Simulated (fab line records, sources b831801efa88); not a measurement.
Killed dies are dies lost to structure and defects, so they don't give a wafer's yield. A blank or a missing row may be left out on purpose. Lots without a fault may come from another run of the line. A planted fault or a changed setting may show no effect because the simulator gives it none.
Which tool did it? | flow gf180mcu | 6 lots, 18 wafers sampled, at 4 steps of a route of 602

WHAT THE GAUGES READ, wafer by wafer
GF_CONTACT_THK_MEAS_03.
lot  | measured     | on            | CONTACT_CVD_02_THK (nm)
L820 | day 15 23:58 | film_metro-04 | 846 838 856
L825 | day 17 21:06 | film_metro-04 | 849 860 872
L827 | day 18 17:02 | film_metro-04 | 857 872 873
L829 | day 19 10:42 | film_metro-03 | 853 869 858
L835 | day 21 13:42 | film_metro-03 | 854 856 872
L839 | day 22 22:33 | film_metro-02 | 854 1133 853

WHICH TOOL RAN EACH LOT (tool, then ch and the chambers of the sampled wafers, then the start)
lot  | GF_SALICIDE_SPUTTER_03       | GF_SALICIDE_RTA_08               | GF_CONTACT_CVD_02
L820 | pvd_sputter-03, day 15 23:17 | rtp_anneal-02 ch 0, day 15 23:42 | pecvd-04 ch 1,2, day 15 23:53
L825 | pvd_sputter-03, day 17 20:25 | rtp_anneal-02 ch 0, day 17 20:49 | pecvd-03 ch 0,1, day 17 21:02
L827 | pvd_sputter-01, day 18 16:22 | rtp_anneal-01 ch 0, day 18 16:46 | pecvd-01 ch 1,2, day 18 16:58
L829 | pvd_sputter-03, day 19 10:02 | rtp_anneal-02 ch 0, day 19 10:26 | pecvd-01 ch 0,1, day 19 10:38
L835 | pvd_sputter-01, day 21 13:01 | rtp_anneal-01 ch 0, day 21 13:25 | pecvd-04 ch 1,2, day 21 13:38
L839 | pvd_sputter-04, day 22 21:52 | rtp_anneal-02 ch 0, day 22 22:17 | pecvd-04 ch 0,1, day 22 22:28
- GF_SALICIDE_SPUTTER_03: material TiN, target thk 20 nm, time 16.7 s.
- GF_SALICIDE_RTA_08: time 30 s.
- GF_CONTACT_CVD_02: deposits SiO2 from TEOS, target thk 860 nm, time 95.992 s.

THE ANSWER, worked out from the rows above alone
Rule: what is usual is taken from the lots themselves. Put in order of their means at a reading, lots are off if they are a third of the lots or fewer, leave a main group of 4 or more, and stand apart from it by a gap of 3 or more times the standard deviation of the main group's means; of several such gaps the widest counts. A main group whose means are all the same, to the digits that the tables above print for the reading, isn't used. A lot without any number at a reading at which 4 lots or more have one is off too. The other lots that the step has rows for count as sound.
Off: L839, at GF_CONTACT_THK_MEAS_03 (CONTACT_CVD_02_THK). The main group: mean 859 nm, standard deviation 6.7.
A tool fits if, at a process step before that reading, it ran every lot that is off, and no sound lot after the first of them. The gauges at GF_CONTACT_THK_MEAS_03 are tried like those tools. Can't be told from this: 4 tools fit, pvd_sputter-04 at GF_SALICIDE_SPUTTER_03, rtp_anneal-02 at GF_SALICIDE_RTA_08, pecvd-04 at GF_CONTACT_CVD_02, film_metro-02 at GF_CONTACT_THK_MEAS_03.

WHAT THE SIMULATOR HAD PUT IN
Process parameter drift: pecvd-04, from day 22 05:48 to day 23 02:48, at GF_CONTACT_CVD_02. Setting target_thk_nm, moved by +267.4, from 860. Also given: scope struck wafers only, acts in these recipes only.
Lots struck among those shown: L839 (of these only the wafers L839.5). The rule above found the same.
